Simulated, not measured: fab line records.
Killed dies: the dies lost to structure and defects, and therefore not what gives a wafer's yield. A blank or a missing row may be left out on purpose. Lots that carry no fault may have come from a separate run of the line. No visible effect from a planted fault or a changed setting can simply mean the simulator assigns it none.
8D (eight disciplines) problem report, filled in by code :: flow sky130 :: the parts of the form that need people (team, actions taken, sign-off) are left out

## 1. WHAT IS WRONG
Wafers without a fault read 74.1 s, standard deviation 0.54; run-length-s at SKY_FIELD_ISO_ETCH_14 reads a mean of 106.7 s on 4 wafers belonging to 3 lots. That puts it +60 standard deviations away from the usual mean.
The step: etches BARC in N2/H2, stops on SiO2, time 45.9 s, target depth 60 nm.
Earliest sighting: wafer L872.3 on rie-diel-02 at day 4 18:51. Wafers with a number at this step in the record: 31, from 11 lots. The rule behind "out" and "out of limits": a value lying over 4 standard deviations away from the usual mean. Any other wafer with a number is counted as sound.

## 2. WHAT THIS IS AND IS NOT
question: which readings at this step
is: run-length-s, oes-product-au
is not: drypump-motor-current-A

question: which lots
is: L872, L873, L875
is not: L861, L864, L866, L868, L879, L880, L882, L883

question: which wafers of those lots
is: L872.3, L873.2, L873.3, L875.3
is not: L872.4, L872.6, L875.6

question: read on which tools
is: rie-diel-02
is not: rie-diel-03, rie-diel-04

question: when
is: from day 4 18:51
is not: up to then (14 sound wafers); but 13 sound wafers of L875, L879, L880, L882, L883 came after

## 3. WHAT RULES OUT EACH SUSPECT
Counting: any tool at a process step up to the reading remains a suspect provided it ran every lot that is out. Sound lots after the first of them don't rule it out here, since some wafers of a struck lot are sound.
- rie-diel-02 at SKY_FIELD_ISO_ETCH_14 (etches BARC in N2/H2, stops on SiO2, time 45.9 s, target depth 60 nm): kept. Every lot that is out went through it, the first being L872 (day 4 18:51); the last sound lot it ran before that was L868 (day 3 22:15). Its own oes-product-au, run-length-s readings are out on those wafers.
Left after counting: rie-diel-02 at SKY_FIELD_ISO_ETCH_14.

## 4. THE CAUSE (what the simulator had put in)
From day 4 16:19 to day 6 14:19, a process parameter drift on rie-diel-02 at SKY_FIELD_ISO_ETCH_14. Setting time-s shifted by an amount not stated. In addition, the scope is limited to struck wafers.
Counting left only this tool.

## 5. THE CHAIN OF EFFECTS, in route order
Each row: a reading whose mean over the struck wafers that have a number lies more than 3 standard deviations from the usual. Readings are gone through only where the record gives a usual standard deviation; hours: the median, over the lots, of the time from a lot's start at the first step in this table giving one to that lot's start at this step; sigmas: the change measured in usual standard deviations.
hours: 0
step: SKY_FIELD_ISO_ETCH_14
reading: oes-product-au
usual: 0.854 a.u.
on struck wafers: 0.661
change: -0.193
sigmas: -43

hours: 0
step: SKY_FIELD_ISO_ETCH_14
reading: run-length-s
usual: 74.1 s
on struck wafers: 106.7
change: +32.6
sigmas: +60

hours: 0
step: SKY_FIELD_ISO_STRIP_16
reading: strip-time-to-endpoint-s
usual: 3.556 s
on struck wafers: 3.252
change: -0.304
sigmas: -11
The process steps in it:
- SKY_FIELD_ISO_ETCH_14: etches BARC in N2/H2, stops on SiO2, time 45.9 s, target depth 60 nm.
- SKY_FIELD_ISO_STRIP_16: strips in O2/N2.
Later measuring or inspecting steps at which every struck wafer that the step has a row for has a number for every such reading, and none has moved that far: SKY_NWELL_RS_MEAS_29, SKY_VT_ADJUST_LVTN_TW_MEAS_10, SKY_LI_CONTACT_BOW_MEAS_03.

## 6. WHAT WOULD HAVE CAUGHT IT SOONER
First out-of-limits reading in this record: day 4 18:51, which is 3 hours after fault onset at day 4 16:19.
